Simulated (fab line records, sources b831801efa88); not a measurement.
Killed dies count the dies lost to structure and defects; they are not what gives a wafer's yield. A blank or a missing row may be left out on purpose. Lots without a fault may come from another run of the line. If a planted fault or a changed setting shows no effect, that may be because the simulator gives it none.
fab line records + flow sky130
[record]
- lots = 15
- wafers = 45
- last-day = 50
route steps=708 shown VT_ADJUST_NCORE@126 RES_PROTECT@215 LDD_N@252 LDD_P@265
lots that met no fault: from a run of the same line without faults
start-h: hours from the record's first day to the start of the lot's first wafer shown + wait-h: how many hours have passed since the lot's step before this one + " repeats the value in the row above + L1.1+2: one row covering several wafers at once + - no value present, or no start provided + * or withheld: withheld + < > ~ a bound
route shown NAME@n: a module of which the file shows steps, and the number in the route of the first + usual: mean and standard deviation over wafers with no fault + same: alike in all rows + chamber/n: place in a boat + sites: per-site readings + _std_site: the standard deviation of these + _edge_site: mean of outer sites minus mean of inner sites + radius-mm: how far each site lies from the wafer's centre + mask NAME#n: copy n + behind: the most recent tool/chamber to have shaped the wafer + hold: why the lot was held/for how many hours/how that ended + device: which transistor (n, p or np) failed to switch + end of line: tests of these same wafers at the route's end + a step without rows: its recipe alone + killed: dies lost to structure and defects at the first sort, not the wafer's yield + map: dies across one wafer; x = killed, . = not, _ = none there
set.NAME: the setting the step ran with; set.NAME@STEP: the setting that earlier step ran with + model.NAME: the simulator's own value behind a step, which no gauge read
steps of the route over a sample of lots; a table a step, a row a wafer
services: a tool's chamber out of use, with start hour (start-h, from the record's first day; less than 0 if before it), hours out, and reason
[[steps]]
[step SKY_VT_ADJUST_NCORE_CD_MEAS_07]
[recipe]
- target-cd-nm = 380
[usual]
- cd-nm = 380.4/2.6
| lot.wafer | tool      | chamber | start-h | wait-h | cd-nm |
|-----------|-----------|---------|---------|--------|-------|
| L131.4    | cd-sem-01 | -       | 178.40  | 0.1    | 382.9 |
| L131.5    | "         | -       | "       | "      | 383.8 |
| L131.6    | "         | -       | "       | "      | 381.8 |
| L132.1    | cd-sem-02 | -       | 185.88  | 0.1    | 381.3 |
| L132.2    | "         | -       | "       | "      | 384.3 |
| L132.3    | "         | -       | "       | "      | 380.1 |
| L135.4    | cd-sem-02 | -       | 204.42  | 0.1    | 377.9 |
| L135.5    | "         | -       | "       | "      | 378.9 |
| L135.6    | "         | -       | "       | "      | 378.8 |
| L136.1    | cd-sem-01 | -       | 214.31  | 0.1    | 383.2 |
| L136.2    | "         | -       | "       | "      | 382.1 |
| L136.5    | "         | -       | "       | "      | 380.3 |
| L137.2    | cd-sem-02 | -       | 226.59  | 0.1    | 380.6 |
| L137.3    | "         | -       | "       | "      | 379.9 |
| L137.6    | "         | -       | "       | "      | 377.7 |
| L143.2    | cd-sem-01 | -       | 269.59  | 0.1    | 381.7 |
| L143.3    | "         | -       | "       | "      | 383.9 |
| L143.6    | "         | -       | "       | "      | 381.4 |
| L144.2    | cd-sem-01 | -       | 273.65  | 0.1    | 381.7 |
| L144.3    | "         | -       | "       | "      | 380.3 |
| L144.4    | "         | -       | "       | "      | 382.2 |
| L146.2    | cd-sem-01 | -       | 290.55  | 0.1    | 375.3 |
| L146.5    | "         | -       | "       | "      | 378.6 |
| L146.6    | "         | -       | "       | "      | 376.2 |
| L147.1    | cd-sem-02 | -       | 293.31  | 0.1    | 386.1 |
| L147.2    | "         | -       | "       | "      | 385.5 |
| L147.6    | "         | -       | "       | "      | 385.1 |
| L148.2    | cd-sem-01 | -       | 300.50  | 0.1    | 378.4 |
| L148.4    | "         | -       | "       | "      | 379.3 |
| L148.5    | "         | -       | "       | "      | 378.8 |
| L149.1    | cd-sem-02 | -       | 309.86  | 0.1    | 377.6 |
| L149.2    | "         | -       | "       | "      | 378.2 |
| L149.4    | "         | -       | "       | "      | 378.6 |
| L150.1    | cd-sem-02 | -       | 314.11  | 0.1    | 386.7 |
| L150.2    | "         | -       | "       | "      | 384.5 |
| L150.6    | "         | -       | "       | "      | 387.6 |
| L151.3    | cd-sem-01 | -       | 325.57  | 0.1    | 382.6 |
| L151.4    | "         | -       | "       | "      | 381.1 |
| L151.5    | "         | -       | "       | "      | 385.4 |
| L153.1    | cd-sem-02 | -       | 345.01  | 0.1    | 378.7 |
| L153.3    | "         | -       | "       | "      | 378.6 |
| L153.5    | "         | -       | "       | "      | 381.9 |
| L154.1    | cd-sem-02 | -       | 352.31  | 0.1    | 380.9 |
| L154.5    | "         | -       | "       | "      | 381.1 |
| L154.6    | "         | -       | "       | "      | 382.0 |
[step SKY_RES_PROTECT_TW_MEAS_08]
[usual]
- POLY_GATE_TW = 4051/23
| lot.wafer | tool          | chamber | start-h | wait-h | POLY_GATE_TW |
|-----------|---------------|---------|---------|--------|--------------|
| L131.4    | film-metro-01 | -       | 344.89  | 0.1    | 4053         |
| L131.5    | "             | -       | "       | "      | 4029         |
| L131.6    | "             | -       | "       | "      | 4058         |
| L132.1    | film-metro-01 | -       | 353.93  | 0.1    | 4053         |
| L132.2    | "             | -       | "       | "      | 4068         |
| L132.3    | "             | -       | "       | "      | 4071         |
| L135.4    | film-metro-01 | -       | 384.14  | 0.1    | 4013         |
| L135.5    | "             | -       | "       | "      | 4021         |
| L135.6    | "             | -       | "       | "      | 4000         |
| L136.1    | film-metro-03 | -       | 389.51  | 0.1    | 4054         |
| L136.2    | "             | -       | "       | "      | 4051         |
| L136.5    | "             | -       | "       | "      | 4067         |
| L137.2    | film-metro-03 | -       | 405.82  | 0.1    | 4061         |
| L137.3    | "             | -       | "       | "      | 4046         |
| L137.6    | "             | -       | "       | "      | 4089         |
| L143.2    | film-metro-03 | -       | 444.99  | 0.1    | 4073         |
| L143.3    | "             | -       | "       | "      | 4056         |
| L143.6    | "             | -       | "       | "      | 4050         |
| L144.2    | film-metro-01 | -       | 458.61  | 0.1    | 4006         |
| L144.3    | "             | -       | "       | "      | 4025         |
| L144.4    | "             | -       | "       | "      | 4027         |
| L146.2    | film-metro-03 | -       | 469.31  | 0.1    | 4076         |
| L146.5    | "             | -       | "       | "      | 4063         |
| L146.6    | "             | -       | "       | "      | 4064         |
| L147.1    | film-metro-03 | -       | 470.43  | 0.1    | 4021         |
| L147.2    | "             | -       | "       | "      | 4068         |
| L147.6    | "             | -       | "       | "      | 4058         |
| L148.2    | film-metro-01 | -       | 480.26  | 0.1    | 4025         |
| L148.4    | "             | -       | "       | "      | 4033         |
| L148.5    | "             | -       | "       | "      | 4032         |
| L149.1    | film-metro-02 | -       | 492.28  | 0.1    | 4056         |
| L149.2    | "             | -       | "       | "      | 4027         |
| L149.4    | "             | -       | "       | "      | 4043         |
| L150.1    | film-metro-03 | -       | 497.58  | 0.1    | 4097         |
| L150.2    | "             | -       | "       | "      | 4072         |
| L150.6    | "             | -       | "       | "      | 4087         |
| L151.3    | film-metro-03 | -       | 508.68  | 0.1    | 4072         |
| L151.4    | "             | -       | "       | "      | 4053         |
| L151.5    | "             | -       | "       | "      | 4080         |
| L153.1    | film-metro-01 | -       | 544.53  | 0.1    | 4036         |
| L153.3    | "             | -       | "       | "      | 4049         |
| L153.5    | "             | -       | "       | "      | 4020         |
| L154.1    | film-metro-01 | -       | 546.08  | 0.1    | 4037         |
| L154.5    | "             | -       | "       | "      | 4027         |
| L154.6    | "             | -       | "       | "      | 4058         |
[step SKY_LDD_N_IMPLANT_15]
[recipe]
- species = BF2
- energy-kev = 50
- dose-cm2 = 5e+12
- tilt-deg = 30
- rotation-deg = 270
[usual]
- beam-energy-keV = 49.996/0.016
- beam-on-s = 9.98/0.2
| lot.wafer | tool         | chamber | start-h | wait-h | beam-energy-keV | beam-on-s |
|-----------|--------------|---------|---------|--------|-----------------|-----------|
| L131.4    | implanter-03 | 0       | 404.82  | 0.1    | 50.020          | 10.38     |
| L131.5    | "            | 0       | "       | "      | 49.979          | 10.09     |
| L131.6    | "            | 0       | "       | "      | 50.024          | 10.23     |
| L132.1    | implanter-04 | 0       | 416.92  | 0.1    | 49.979          | 9.98      |
| L132.2    | "            | 0       | "       | "      | 49.989          | 9.76      |
| L132.3    | "            | 0       | "       | "      | 50.003          | 10.03     |
| L135.4    | implanter-01 | 0       | 447.92  | 0.1    | 49.987          | 10.12     |
| L135.5    | "            | 0       | "       | "      | 49.997          | 9.87      |
| L135.6    | "            | 0       | "       | "      | 50.011          | 10.09     |
| L136.1    | implanter-03 | 0       | 454.37  | 0.1    | 50.012          | 9.86      |
| L136.2    | "            | 0       | "       | "      | 49.992          | 9.95      |
| L136.5    | "            | 0       | "       | "      | 50.015          | 9.96      |
| L137.2    | implanter-03 | 0       | 470.62  | 0.1    | 50.012          | 10.22     |
| L137.3    | "            | 0       | "       | "      | 50.024          | 9.93      |
| L137.6    | "            | 0       | "       | "      | 50.002          | 10.12     |
| L143.2    | implanter-01 | 0       | 514.77  | 0.1    | 50.015          | 9.80      |
| L143.3    | "            | 0       | "       | "      | 50.005          | 10.13     |
| L143.6    | "            | 0       | "       | "      | 49.988          | 10.07     |
| L144.2    | implanter-01 | -       | 525.97  | 0.1    | -               | -         |
| L144.3    | "            | -       | "       | "      | -               | -         |
| L144.4    | "            | -       | "       | "      | -               | -         |
| L146.2    | implanter-03 | -       | 534.34  | 0.1    | -               | -         |
| L146.5    | "            | -       | "       | "      | -               | -         |
| L146.6    | "            | -       | "       | "      | -               | -         |
| L147.1    | implanter-04 | -       | 536.07  | 0.1    | -               | -         |
| L147.2    | "            | -       | "       | "      | -               | -         |
| L147.6    | "            | -       | "       | "      | -               | -         |
| L148.2    | implanter-03 | 0       | 549.97  | 0.1    | 49.963          | 9.89      |
| L148.4    | "            | 0       | "       | "      | 49.961          | 9.53      |
| L148.5    | "            | 0       | "       | "      | 49.974          | 10.07     |
| L149.1    | implanter-01 | 0       | 556.42  | 0.1    | 49.989          | 10.17     |
| L149.2    | "            | 0       | "       | "      | 50.002          | 9.82      |
| L149.4    | "            | 0       | "       | "      | 49.998          | 9.83      |
| L150.1    | implanter-03 | 0       | 563.05  | 0.1    | 50.002          | 10.25     |
| L150.2    | "            | 0       | "       | "      | 50.034          | 10.07     |
| L150.6    | "            | 0       | "       | "      | 50.025          | 10.05     |
| L151.3    | implanter-03 | 0       | 572.09  | 0.1    | 50.003          | 10.30     |
| L151.4    | "            | 0       | "       | "      | 49.989          | 10.01     |
| L151.5    | "            | 0       | "       | "      | 50.002          | 10.12     |
| L153.1    | implanter-03 | 0       | 607.25  | 0.1    | 49.999          | 10.09     |
| L153.3    | "            | 0       | "       | "      | 50.014          | 10.10     |
| L153.5    | "            | 0       | "       | "      | 50.008          | 10.21     |
| L154.1    | implanter-04 | 0       | 609.49  | 0.1    | 49.982          | 10.21     |
| L154.5    | "            | 0       | "       | "      | 49.980          | 9.89      |
| L154.6    | "            | 0       | "       | "      | 49.995          | 9.96      |
[step SKY_LDD_P_STRIP_10]
[recipe]
- chemistry = O2/N2
- power-w = 1400
- pressure-mtorr = 1500
- platen-temp-c = withheld
- o2-flow-sccm = 3000
- n2-flow-sccm = 300
- overash-fraction = 0.5
[usual]
- drypump-motor-current-A = 6.0/0.51
- oes-product-au = 0.715/0.0046
- strip-time-to-endpoint-s = 14.17/0.041
| lot.wafer | tool            | chamber | start-h | wait-h | drypump-motor-current-A | oes-product-au | rf-hours-counter-h | strip-time-to-endpoint-s |
|-----------|-----------------|---------|---------|--------|-------------------------|----------------|--------------------|--------------------------|
| L131.4    | plasma-asher-04 | 1       | 434.94  | 0.1    | 6.6                     | 0.721          | -                  | 14.15                    |
| L131.5    | "               | 0       | "       | "      | 5.3                     | 0.726          | -                  | 14.17                    |
| L131.6    | "               | 1       | "       | "      | 6.6                     | 0.715          | -                  | 14.22                    |
| L132.1    | plasma-asher-04 | 1       | 447.66  | 0.1    | 6.6                     | 0.707          | 33                 | 14.14                    |
| L132.2    | "               | 0       | "       | "      | 5.4                     | 0.716          | 33                 | 14.14                    |
| L132.3    | "               | 0       | "       | "      | 5.3                     | 0.715          | -                  | 14.13                    |
| L135.4    | plasma-asher-04 | 1       | 478.69  | 0.1    | 6.6                     | 0.714          | -                  | 14.17                    |
| L135.5    | "               | 1       | "       | "      | 6.6                     | 0.717          | -                  | 14.18                    |
| L135.6    | "               | 0       | "       | "      | 5.4                     | 0.712          | -                  | 14.18                    |
| L136.1    | plasma-asher-03 | 1       | 486.36  | 0.1    | 5.7                     | 0.726          | 64                 | 14.20                    |
| L136.2    | "               | 0       | "       | "      | 6.3                     | 0.708          | 64                 | 14.24                    |
| L136.5    | "               | 1       | "       | "      | 5.7                     | 0.711          | -                  | 14.24                    |
| L137.2    | plasma-asher-04 | 1       | 501.86  | 0.1    | 6.6                     | 0.709          | 36                 | 14.11                    |
| L137.3    | "               | 1       | "       | "      | 6.7                     | 0.717          | -                  | 14.14                    |
| L137.6    | "               | 0       | "       | "      | 5.4                     | 0.711          | -                  | 14.19                    |
| L143.2    | plasma-asher-03 | 1       | 544.91  | 0.1    | 5.7                     | 0.713          | 70                 | 14.25                    |
| L143.3    | "               | 0       | "       | "      | 6.4                     | 0.716          | -                  | 14.18                    |
| L143.6    | "               | 0       | "       | "      | 6.3                     | 0.715          | -                  | 14.18                    |
| L148.2    | plasma-asher-03 | 1       | 579.56  | 0.1    | 5.7                     | 0.719          | 74                 | 14.22                    |
| L148.4    | "               | 1       | "       | "      | 5.7                     | 0.714          | -                  | 14.19                    |
| L148.5    | "               | 0       | "       | "      | 6.3                     | 0.707          | -                  | 14.19                    |
| L149.1    | plasma-asher-03 | 1       | 585.82  | 0.1    | 5.7                     | 0.716          | 74                 | 14.16                    |
| L149.2    | "               | 0       | "       | "      | 6.3                     | 0.708          | 74                 | 14.18                    |
| L149.4    | "               | 1       | "       | "      | 5.7                     | 0.711          | -                  | 14.19                    |
| L150.1    | plasma-asher-01 | 1       | 593.06  | 0.1    | 6.3                     | 0.713          | 13                 | 14.18                    |
| L150.2    | "               | 0       | "       | "      | 5.3                     | 0.726          | 13                 | 14.18                    |
| L150.6    | "               | 1       | "       | "      | 6.3                     | 0.718          | -                  | 14.18                    |
| L151.3    | plasma-asher-04 | 0       | 601.99  | 0.1    | 5.3                     | 0.720          | -                  | 14.13                    |
| L151.4    | "               | 1       | "       | "      | 6.7                     | 0.715          | -                  | 14.13                    |
| L151.5    | "               | 0       | "       | "      | 5.3                     | 0.708          | -                  | 14.13                    |
| L153.1    | plasma-asher-04 | 1       | 637.16  | 0.1    | 6.6                     | 0.717          | 49                 | 14.19                    |
| L153.3    | "               | 1       | "       | "      | 6.6                     | 0.720          | -                  | 14.17                    |
| L153.5    | "               | 0       | "       | "      | 5.4                     | 0.706          | -                  | 14.21                    |
| L154.1    | plasma-asher-04 | 0       | 638.62  | 0.1    | 5.3                     | 0.711          | 49                 | 14.17                    |
| L154.5    | "               | 1       | "       | "      | 6.6                     | 0.714          | -                  | 14.19                    |
| L154.6    | "               | 0       | "       | "      | 5.3                     | 0.717          | -                  | 14.15                    |
[[services]]
| tool            | chamber | start-h | hours | kind       |
|-----------------|---------|---------|-------|------------|
| plasma-asher-01 | -       | 421.25  | 9.0   | pm         |
| plasma-asher-01 | 0       | 421.25  | 9.0   | vent-cycle |
| plasma-asher-01 | 1       | 421.25  | 9.0   | vent-cycle |
| plasma-asher-01 | -       | 430.25  | 28.1  | pm         |
| plasma-asher-01 | 0       | 430.25  | -     | clean      |
| plasma-asher-01 | 1       | 430.25  | -     | clean      |
| implanter-04    | -       | 451.58  | 1.4   | repair     |
| plasma-asher-01 | -       | 453.58  | 1.9   | repair     |
| plasma-asher-04 | -       | 479.01  | 18.1  | repair     |
| plasma-asher-01 | -       | 483.58  | 2.6   | repair     |
| implanter-01    | -       | 526.52  | 0.7   | repair     |
| implanter-03    | -       | 534.47  | 3.8   | pm         |
| plasma-asher-01 | -       | 551.27  | 2.0   | repair     |
| implanter-01    | -       | 561.96  | 22.0  | pm         |
| implanter-04    | -       | 567.32  | 5.9   | pm         |
| implanter-04    | -       | 584.45  | 1.7   | repair     |
| implanter-04    | -       | 618.39  | 2.8   | pm         |
| plasma-asher-04 | -       | 624.56  | 5.9   | repair     |
[[key]]
[first-sign]
- step = SKY_LDD_N_IMPLANT_15
- reading = tool-record
- direction = missing
effect none on later readings
met-at SKY_LDD_N_IMPLANT_15
struck-lots L144,L146,L147
later-rows-left-out L144.2,L144.3,L144.4,L146.2,L146.5,L146.6,L147.1,L147.2,L147.6
sort-left-out L144.2,L144.3,L144.4,L146.2,L146.5,L146.6,L147.1,L147.2,L147.6
tester-left-out L144,L146,L147
not-acting-at SKY_VT_ADJUST_NCORE_CD_MEAS_07,SKY_RES_PROTECT_TW_MEAS_08,SKY_LDD_P_STRIP_10
onset-between 514.77 525.97
[fault]
- kind = skipped-step-whole
- tool = implanter-01,implanter-03,implanter-04
- chamber = -
- onset-h = 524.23
- steps = SKY_LDD_N_IMPLANT_15
- scope = struck-lots-only
// tester-left-out: of these lots the tester's yield and bins aren't shown, on N5 and GAA mostly nor the transistor test; their killed dies are dies lost to structure and defects alone, not to doping, threshold or leakage, so they don't give the yield
// sort-left-out: the simulated sort isn't trusted on such a fault, so these wafers' sort isn't shown, and their yield isn't known
// later-rows-left-out: the simulator's readings of these wafers behind a module that went badly wrong aren't trusted and aren't shown, but for the sort
